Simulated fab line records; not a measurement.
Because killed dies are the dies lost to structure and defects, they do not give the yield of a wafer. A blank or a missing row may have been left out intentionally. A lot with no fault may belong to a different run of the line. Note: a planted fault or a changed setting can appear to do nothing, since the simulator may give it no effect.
Problem report, 8D (eight disciplines) form, completed by code :: flow gf180mcu :: the parts of the form that need people (team, actions taken, sign-off) are left out

1. WHAT IS WRONG
GF_M5_METAL_ETCH_10, oes_product_au: mean 0.900 a.u. over 1 wafer from 1 lot; wafers with no fault: 0.988 a.u., standard deviation 0.0089. Relative to the usual mean, that is a shift of -9.9 standard deviations.
The step: etches the open film in Cl2/BCl3, stops on SiO2, target depth 750.8 nm, time 125.1 s.
Earliest sighting: wafer L418.6 on rie_metal-02 at day 30 22:21. The record has a number at this step for 31 wafers belonging to 11 lots. Rule for "out" (also "out of limits"): further than 4 standard deviations from the usual mean. The rest of the wafers with a number are treated as sound.

2. WHAT THIS IS AND IS NOT
question: which readings at this step
is: oes_product_au, throttle_valve_pct
is not: bias_w, drypump_motor_current_A

question: which lots
is: L418
is not: L406, L407, L408, L409, L410, L412, L425, L427, L428, L429

question: which wafers of those lots
is: L418.6
is not: L418.2, L418.5

question: read on which tools
is: rie_metal-02
is not: rie_metal-01, rie_metal-04

question: when
is: from day 30 22:21
is not: up to then (19 sound wafers); but 11 sound wafers of L425, L427, L428, L429 came after

3. WHAT RULES OUT EACH SUSPECT
Counting: any tool at a process step up to the reading remains a suspect provided it ran every lot that is out. Sound lots after the first of them don't rule it out here, since some wafers of a struck lot are sound.
- plasma_asher-03 at GF_V4_STRIP_18 (strips in O2/N2): kept. It processed L418, the lot that is out, at day 29 06:58, and its most recent sound lot before then was L412 at day 26 07:18.
- pvd_sputter-03 at GF_MIM_SPUTTER_07 (material TiN, target thk 60 nm, time 50 s): kept. It ran the lot that is out, L418 (day 29 08:32).
- plasma_asher-03 at GF_MIM_STRIP_20 (strips in O2/N2): kept. It processed L418, the lot that is out, at day 30 03:45, and its most recent sound lot before then was L408 at day 25 18:40.
- rie_metal-02 at GF_M5_METAL_ETCH_10 (etches the open film in Cl2/BCl3, stops on SiO2, target depth 750.8 nm, time 125.1 s): kept. It processed L418, the lot that is out, at day 30 22:21, and its most recent sound lot before then was L412 at day 28 02:08. Out on those wafers are its own readings of oes_product_au, throttle_valve_pct.
- Within plasma_asher-03 at GF_V4_STRIP_18, the wafers that are out were processed in chamber 0 and their sound lot-mates in chamber 1.
- Within plasma_asher-03 at GF_MIM_STRIP_20, the wafers that are out were processed in chamber 0 and their sound lot-mates in chamber 1.
- Within rie_metal-02 at GF_M5_METAL_ETCH_10, the wafers that are out were processed in chamber 1 and their sound lot-mates in chamber 0.
Left after counting: plasma_asher-03 at GF_V4_STRIP_18, pvd_sputter-03 at GF_MIM_SPUTTER_07, plasma_asher-03 at GF_MIM_STRIP_20, rie_metal-02 at GF_M5_METAL_ETCH_10.

4. THE CAUSE (what the simulator had put in)
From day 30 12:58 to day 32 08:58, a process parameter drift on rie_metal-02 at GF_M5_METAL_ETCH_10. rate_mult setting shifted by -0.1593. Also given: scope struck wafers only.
4 suspects survive the count, and this tool is in that group.

5. SEQUENCE OF EFFECTS, ordered by route
Each row: a reading whose mean over the struck wafers that have a number lies more than 3 standard deviations from the usual. Only readings whose record carries a usual standard deviation are examined. hours: median over the lots of the time between each lot's start at the first step of this table that gives one and its start at this step. sigmas: the change, counted in usual standard deviations.
hours: 0
step: GF_M5_METAL_ETCH_10
reading: oes_product_au
usual: 0.988 a.u.
on struck wafers: 0.900
change: -0.088
sigmas: -9.9

hours: 0
step: GF_M5_METAL_ETCH_10
reading: throttle_valve_pct
usual: 28.234 %
on struck wafers: 28.331
change: +0.097
sigmas: +8.1

hours: 0
step: GF_M5_STRIP_11
reading: oes_product_au
usual: 0.522 a.u.
on struck wafers: 0.543
change: +0.021
sigmas: +3.8

hours: 0
step: GF_M5_STRIP_11
reading: strip_time_to_endpoint_s
usual: 7.04 s
on struck wafers: 7.54
change: +0.50
sigmas: +7.6
The process steps in it:
- GF_M5_METAL_ETCH_10: etches the open film in Cl2/BCl3, stops on SiO2, target depth 750.8 nm, time 125.1 s.
- GF_M5_STRIP_11: strips in O2/N2.

6. HOW IT WOULD HAVE BEEN CAUGHT EARLIER
9 hours passed between the start of the fault at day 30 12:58 and the first reading out of limits in this record, taken at day 30 22:21.
